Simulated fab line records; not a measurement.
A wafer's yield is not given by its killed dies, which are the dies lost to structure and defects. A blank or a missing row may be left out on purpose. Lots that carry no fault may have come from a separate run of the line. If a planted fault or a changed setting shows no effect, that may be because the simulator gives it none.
fab line records ; flow gf180mcu
record lots=13; wafers=39; lastDay=34
route steps=602 shown SALICIDE@281 V2@385
lots with no fault: from the same line, run without faults
startH: the number of hours between the record's first day and the start of the first shown wafer of the lot ; waitH: how many hours have passed since the lot's step before this one ; " as in the row above ; L1.1+2: one row covering several wafers at once ; - value missing, or start not given ; * or withheld: withheld ; < > ~ a bound
route shown NAME@n: names a module that has steps shown in the file, with the first one's number in the route ; usual: mean/standard deviation taken from wafers without a fault ; same: alike in all rows ; chamber/n: place in a boat ; sites: readings site by site ; _std_site: standard deviation across them ; _edge_site: inner sites' mean taken away from outer sites' mean ; radiusMm: for every site, how far away it sits from the centre of the wafer ; mask NAME#n: copy n ; behind: tool/chamber where the wafer was last shaped ; hold: why the lot went on hold/how many hours it stayed there/how the hold came to an end ; device: which transistor (n, p or np) failed to switch ; end of line: the route-end tests of the same wafers ; a step given without rows: its recipe and nothing more ; killed: count of dies lost to structure and defects at first sort (not the wafer's yield) ; map: the dies of a wafer, with x for killed, . for not killed, _ for no die there
set.NAME: the setting that was run; set.NAME@STEP: the one run at that earlier step ; model.NAME: the simulator's own value behind a step, which no gauge read
route steps across a sampled set of lots; one table per step, one row per wafer
services: a tool's chamber out of use, with start hour (startH, from the record's first day; less than 0 if before it), hours out, and reason
## steps
# step GF_SALICIDE_SPUTTER_03
# recipe material=TiN; targetThkNm=20; powerW=6500; timeS=16.7; chamberPressurePa=0.4
# usual cathodeDcPowerW=6499.9/1.1; throttleValvePct=30.0/1.1
lot.wafer;tool;chamber;startH;waitH;cathodeDcPowerW;throttleValvePct
L769.2;pvdSputter-02;-;337.69;0.0;6498.5;28.4
L769.5;pvdSputter-02;-;337.69;0.0;6498.1;29.8
L769.6;pvdSputter-02;-;337.69;0.0;6499.4;30.4
L770.2;pvdSputter-02;-;363.25;0.0;6500.0;30.1
L770.4;pvdSputter-02;-;363.25;0.0;6501.1;32.0
L770.5;pvdSputter-02;-;363.25;0.0;6500.6;31.8
L772.4;pvdSputter-01;-;370.98;0.0;6499.9;30.5
L772.5;pvdSputter-01;-;370.98;0.0;6499.1;30.5
L772.6;pvdSputter-01;-;370.98;0.0;6499.8;28.9
L771.3;pvdSputter-02;-;374.49;0.0;6501.5;31.8
L771.4;pvdSputter-02;-;374.49;0.0;6500.5;30.1
L771.6;pvdSputter-02;-;374.49;0.0;6500.8;31.4
L774.2;pvdSputter-03;-;392.09;0.0;6499.1;30.7
L774.4;pvdSputter-03;-;392.09;0.0;6500.8;29.2
L774.6;pvdSputter-03;-;392.09;0.0;6498.8;30.2
L776.1;pvdSputter-03;-;407.44;0.0;6499.3;28.2
L776.2;pvdSputter-03;-;407.44;0.0;6500.5;29.3
L776.4;pvdSputter-03;-;407.44;0.0;6500.4;30.1
L782.1;pvdSputter-03;-;451.15;0.0;5779.0;28.2
L782.3;pvdSputter-03;-;451.15;0.0;5778.9;30.0
L782.6;pvdSputter-03;-;451.15;0.0;5777.2;29.2
L783.1;pvdSputter-03;-;460.42;0.0;5779.0;30.5
L783.3;pvdSputter-03;-;460.42;0.0;5778.4;29.4
L783.4;pvdSputter-03;-;460.42;0.0;5777.0;31.0
L784.1;pvdSputter-03;-;470.25;0.0;5779.9;29.1
L784.3;pvdSputter-03;-;470.25;0.0;5779.9;30.7
L784.6;pvdSputter-03;-;470.25;0.0;5778.1;28.4
L789.1;pvdSputter-01;-;514.66;0.0;6502.3;31.7
L789.2;pvdSputter-01;-;514.66;0.0;6499.7;30.5
L789.6;pvdSputter-01;-;514.66;0.0;6497.9;31.7
L790.1;pvdSputter-03;-;522.48;0.0;6501.5;28.3
L790.2;pvdSputter-03;-;522.48;0.0;6498.0;30.6
L790.4;pvdSputter-03;-;522.48;0.0;6498.7;30.2
L791.1;pvdSputter-02;-;525.54;0.0;6500.0;31.7
L791.3;pvdSputter-02;-;525.54;0.0;6500.8;29.8
L791.5;pvdSputter-02;-;525.54;0.0;6498.7;28.6
L792.2;pvdSputter-01;-;531.42;0.0;6500.2;31.6
L792.3;pvdSputter-01;-;531.42;0.0;6501.3;30.4
L792.6;pvdSputter-01;-;531.42;0.0;6499.7;30.9
# step GF_SALICIDE_THK_MEAS_05
# recipe thkMeasGauge=xrf; reads=TiN_of_SALICIDE_SPUTTER_03
# usual SALICIDE_TIN_THK=19.91/0.26
lot.wafer;tool;chamber;startH;waitH;SALICIDE_TIN_THK[nm]
L769.2;filmMetro-04;-;337.85;0.1;19.78
L769.5;filmMetro-04;-;337.85;0.1;19.64
L769.6;filmMetro-04;-;337.85;0.1;19.70
L770.2;filmMetro-03;-;363.41;0.1;19.95
L770.4;filmMetro-03;-;363.41;0.1;19.99
L770.5;filmMetro-03;-;363.41;0.1;19.89
L772.4;filmMetro-04;-;371.16;0.1;19.74
L772.5;filmMetro-04;-;371.16;0.1;19.54
L772.6;filmMetro-04;-;371.16;0.1;19.65
L771.3;filmMetro-03;-;374.66;0.1;19.93
L771.4;filmMetro-03;-;374.66;0.1;20.40
L771.6;filmMetro-03;-;374.66;0.1;20.19
L774.2;filmMetro-04;-;392.25;0.1;19.97
L774.4;filmMetro-04;-;392.25;0.1;20.04
L774.6;filmMetro-04;-;392.25;0.1;19.62
L776.1;filmMetro-04;-;407.59;0.1;20.16
L776.2;filmMetro-04;-;407.59;0.1;20.06
L776.4;filmMetro-04;-;407.59;0.1;20.08
L782.1;filmMetro-04;-;451.30;0.1;17.66
L782.3;filmMetro-04;-;451.30;0.1;17.53
L782.6;filmMetro-04;-;451.30;0.1;17.83
L783.1;filmMetro-01;-;460.56;0.1;17.97
L783.3;filmMetro-01;-;460.56;0.1;18.02
L783.4;filmMetro-01;-;460.56;0.1;17.87
L784.1;filmMetro-03;-;470.39;0.1;17.92
L784.3;filmMetro-03;-;470.39;0.1;17.37
L784.6;filmMetro-03;-;470.39;0.1;17.33
L789.1;filmMetro-01;-;514.81;0.1;20.27
L789.2;filmMetro-01;-;514.81;0.1;20.62
L789.6;filmMetro-01;-;514.81;0.1;20.18
L790.1;filmMetro-04;-;522.63;0.1;19.93
L790.2;filmMetro-04;-;522.63;0.1;19.98
L790.4;filmMetro-04;-;522.63;0.1;20.00
L791.1;filmMetro-01;-;525.69;0.1;19.40
L791.3;filmMetro-01;-;525.69;0.1;19.60
L791.5;filmMetro-01;-;525.69;0.1;19.86
L792.2;filmMetro-01;-;531.58;0.1;19.73
L792.3;filmMetro-01;-;531.58;0.1;19.81
L792.6;filmMetro-01;-;531.58;0.1;20.05
# step GF_V2_THK_MEAS_03
# recipe reads=SiO2_of_V2_CVD_02
# usual V2_CVD_02_THK=852/12
lot.wafer;tool;chamber;startH;waitH;V2_CVD_02_THK[nm]
L769.2;filmMetro-03;-;436.32;0.1;865
L769.5;filmMetro-03;-;436.32;0.1;866
L769.6;filmMetro-03;-;436.32;0.1;870
L770.2;filmMetro-01;-;463.76;0.0;860
L770.4;filmMetro-01;-;463.76;0.0;846
L770.5;filmMetro-01;-;463.76;0.0;871
L772.4;filmMetro-01;-;471.70;0.0;853
L772.5;filmMetro-01;-;471.70;0.0;852
L772.6;filmMetro-01;-;471.70;0.0;857
L771.3;filmMetro-02;-;476.29;0.1;851
L771.4;filmMetro-02;-;476.29;0.1;864
L771.6;filmMetro-02;-;476.29;0.1;867
L774.2;filmMetro-02;-;493.87;0.0;858
L774.4;filmMetro-02;-;493.87;0.0;864
L774.6;filmMetro-02;-;493.87;0.0;867
L776.1;filmMetro-02;-;509.71;0.0;857
L776.2;filmMetro-02;-;509.71;0.0;865
L776.4;filmMetro-02;-;509.71;0.0;872
L782.1;filmMetro-02;-;552.31;0.0;837
L782.3;filmMetro-02;-;552.31;0.0;840
L782.6;filmMetro-02;-;552.31;0.0;852
L783.1;filmMetro-02;-;560.54;0.0;846
L783.3;filmMetro-02;-;560.54;0.0;854
L783.4;filmMetro-02;-;560.54;0.0;865
L784.1;filmMetro-01;-;569.26;0.0;847
L784.3;filmMetro-01;-;569.26;0.0;836
L784.6;filmMetro-01;-;569.26;0.0;858
L789.1;filmMetro-02;-;608.57;0.0;861
L789.2;filmMetro-02;-;608.57;0.0;844
L789.6;filmMetro-02;-;608.57;0.0;861
L790.1;filmMetro-03;-;615.76;0.0;862
L790.2;filmMetro-03;-;615.76;0.0;850
L790.4;filmMetro-03;-;615.76;0.0;878
L791.1;filmMetro-03;-;619.14;0.0;852
L791.3;filmMetro-03;-;619.14;0.0;850
L791.5;filmMetro-03;-;619.14;0.0;848
L792.2;filmMetro-02;-;623.99;0.0;842
L792.3;filmMetro-02;-;623.99;0.0;843
L792.6;filmMetro-02;-;623.99;0.0;854
# step GF_V2_OVL_MEAS_15
# usual V2_OVL=0/4.9
lot.wafer;tool;chamber;startH;waitH;V2_OVL[nm]
L769.2;overlay-02;-;461.76;0.1;5
L769.5;overlay-02;-;461.76;0.1;-1
L769.6;overlay-02;-;461.76;0.1;5
L770.2;overlay-02;-;488.14;0.1;-3
L770.4;overlay-02;-;488.14;0.1;-5
L770.5;overlay-02;-;488.14;0.1;1
L772.4;overlay-01;-;495.90;0.1;10
L772.5;overlay-01;-;495.90;0.1;2
L772.6;overlay-01;-;495.90;0.1;3
L771.3;overlay-01;-;500.47;0.1;3
L771.4;overlay-01;-;500.47;0.1;3
L771.6;overlay-01;-;500.47;0.1;1
L774.2;overlay-02;-;518.21;0.1;6
L774.4;overlay-02;-;518.21;0.1;9
L774.6;overlay-02;-;518.21;0.1;8
L776.1;overlay-02;-;532.91;0.1;2
L776.2;overlay-02;-;532.91;0.1;3
L776.4;overlay-02;-;532.91;0.1;6
L782.1;overlay-02;-;574.61;0.1;-4
L782.3;overlay-02;-;574.61;0.1;-5
L782.6;overlay-02;-;574.61;0.1;-7
L783.1;overlay-02;-;583.20;0.1;4
L783.3;overlay-02;-;583.20;0.1;-4
L783.4;overlay-02;-;583.20;0.1;-2
L784.1;overlay-01;-;591.01;0.1;7
L784.3;overlay-01;-;591.01;0.1;1
L784.6;overlay-01;-;591.01;0.1;7
L789.1;overlay-02;-;629.71;0.1;3
L789.2;overlay-02;-;629.71;0.1;0
L789.6;overlay-02;-;629.71;0.1;1
L790.1;overlay-02;-;636.85;0.1;5
L790.2;overlay-02;-;636.85;0.1;-2
L790.4;overlay-02;-;636.85;0.1;0
L791.1;overlay-01;-;640.38;0.1;-7
L791.3;overlay-01;-;640.38;0.1;-6
L791.5;overlay-01;-;640.38;0.1;-7
L792.2;overlay-02;-;644.86;0.1;2
L792.3;overlay-02;-;644.86;0.1;9
L792.6;overlay-02;-;644.86;0.1;5
# step GF_V2_ETCH_16
# recipe chemistry=N2/H2; targetDepthA=withheld; overetchA=withheld; timeS=withheld; target=BARC; ionEnergyEv=200; sourceW=500; biasW=100; pressureMtorr=30; n2FlowSccm=100; h2FlowSccm=200
# usual drypumpMotorCurrentA=5.7/0.48; oesProductAu=0.855/0.005; throttleValvePct=13.225/0.0087
lot.wafer;tool;chamber;startH;waitH;drypumpMotorCurrentA;oesProductAu;throttleValvePct
L769.2;rieDiel-03;2;461.79;0.0;5.8;0.856;13.239
L769.5;rieDiel-03;0;461.79;0.0;4.9;0.855;13.221
L769.6;rieDiel-03;1;461.79;0.0;6.1;0.852;13.223
L770.2;rieDiel-02;1;488.17;0.0;6.3;0.852;13.212
L770.4;rieDiel-02;0;488.17;0.0;5.4;0.854;13.233
L770.5;rieDiel-02;2;488.17;0.0;5.5;0.851;13.225
L772.4;rieDiel-04;3;495.92;0.0;4.9;0.854;13.209
L772.5;rieDiel-04;1;495.92;0.0;5.5;0.868;13.229
L772.6;rieDiel-04;2;495.92;0.0;6.6;0.851;13.254
L771.3;rieDiel-02;3;500.49;0.0;5.8;0.860;13.229
L771.4;rieDiel-02;0;500.49;0.0;5.4;0.852;13.210
L771.6;rieDiel-02;3;500.49;0.0;5.8;0.852;13.218
L774.2;rieDiel-03;0;518.24;0.0;4.9;0.855;13.239
L774.4;rieDiel-03;1;518.24;0.0;6.1;0.857;13.222
L774.6;rieDiel-03;2;518.24;0.0;5.8;0.859;13.220
L776.1;rieDiel-02;2;532.94;0.0;5.5;0.857;13.226
L776.2;rieDiel-02;1;532.94;0.0;6.2;0.853;13.229
L776.4;rieDiel-02;2;532.94;0.0;5.5;0.859;13.220
L782.1;rieDiel-04;3;574.64;0.0;4.9;0.857;13.212
L782.3;rieDiel-04;0;574.64;0.0;4.9;0.855;13.212
L782.6;rieDiel-04;3;574.64;0.0;4.9;0.847;13.221
L783.1;rieDiel-03;0;583.24;0.0;4.9;0.854;13.223
L783.3;rieDiel-03;2;583.24;0.0;5.9;0.863;13.241
L783.4;rieDiel-03;3;583.24;0.0;6.3;0.850;13.227
L784.1;rieDiel-02;1;591.04;0.0;6.2;0.852;13.221
L784.3;rieDiel-02;3;591.04;0.0;5.8;0.852;13.211
L784.6;rieDiel-02;3;591.04;0.0;5.8;0.856;13.219
L789.1;rieDiel-02;2;629.74;0.0;5.5;0.860;13.221
L789.2;rieDiel-02;1;629.74;0.0;6.3;0.850;13.221
L789.6;rieDiel-02;2;629.74;0.0;5.5;0.856;13.228
L790.1;rieDiel-04;0;636.89;0.0;4.9;0.854;13.213
L790.2;rieDiel-04;3;636.89;0.0;4.9;0.860;13.222
L790.4;rieDiel-04;2;636.89;0.0;6.6;0.864;13.211
L791.1;rieDiel-02;1;640.42;0.0;6.3;0.856;13.214
L791.3;rieDiel-02;3;640.42;0.0;5.8;0.846;13.224
L791.5;rieDiel-02;2;640.42;0.0;5.5;0.854;13.220
L792.2;rieDiel-02;0;644.89;0.0;5.4;0.850;13.225
L792.3;rieDiel-02;2;644.89;0.0;5.5;0.853;13.231
L792.6;rieDiel-02;0;644.89;0.0;5.4;0.854;13.231
## services
tool;chamber;startH;hours;kind
rieDiel-03;0;352.75;2.6;repair
pvdSputter-01;-;352.90;1.6;repair
rieDiel-02;-;365.61;0.2;repair
rieDiel-04;2;382.38;1.3;repair
rieDiel-03;-;413.72;0.7;repair
rieDiel-04;1;415.14;5.4;repair
pvdSputter-02;-;445.71;32.1;repair
rieDiel-02;-;462.71;0.5;repair
pvdSputter-02;-;473.24;0.8;repair
pvdSputter-02;-;479.52;6.8;repair
pvdSputter-03;-;507.62;8.4;repair
rieDiel-02;0;511.64;-;clean
rieDiel-02;0;511.64;22.9;scheduledDown
rieDiel-02;0;511.64;22.9;ventCycle
pvdSputter-02;-;530.37;2.5;repair
pvdSputter-01;-;539.85;2.2;repair
rieDiel-04;3;556.55;11.4;repair
pvdSputter-02;-;561.33;5.5;repair
rieDiel-04;2;584.23;11.4;repair
rieDiel-03;3;593.50;6.9;repair
rieDiel-03;0;599.70;8.5;repair
rieDiel-04;1;604.97;20.0;repair
pvdSputter-03;-;634.02;12.6;repair
rieDiel-02;1;641.06;-;clean
## key
firstSign step=GF_SALICIDE_SPUTTER_03; reading=cathodeDcPowerW; direction=down; sigmas=99+; usual=6499.9; struck=5778.6
effect step=GF_SALICIDE_THK_MEAS_05; reading=SALICIDE_TIN_THK; direction=down; sigmas=8.5; usual=19.91; struck=17.72
metAt GF_SALICIDE_SPUTTER_03
struckLots L782,L783,L784
testerLeftOut L782,L783,L784
notActingAt GF_V2_THK_MEAS_03,GF_V2_OVL_MEAS_15,GF_V2_ETCH_16
onsetBetween 407.44 451.15
fault kind=processParameterDrift; tool=pvdSputter-03; chamber=-; onsetH=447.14; steps=GF_SALICIDE_SPUTTER_03; channel=powerW; offset=-721.27; shape=step; endH=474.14; actsIn=theseRecipesOnly; stated=6500
# testerLeftOut: of these lots the tester's yield and bins aren't shown, on N5 and GAA mostly nor the transistor test; their killed dies are dies lost to structure and defects alone, not to doping, threshold or leakage, so they don't give the yield
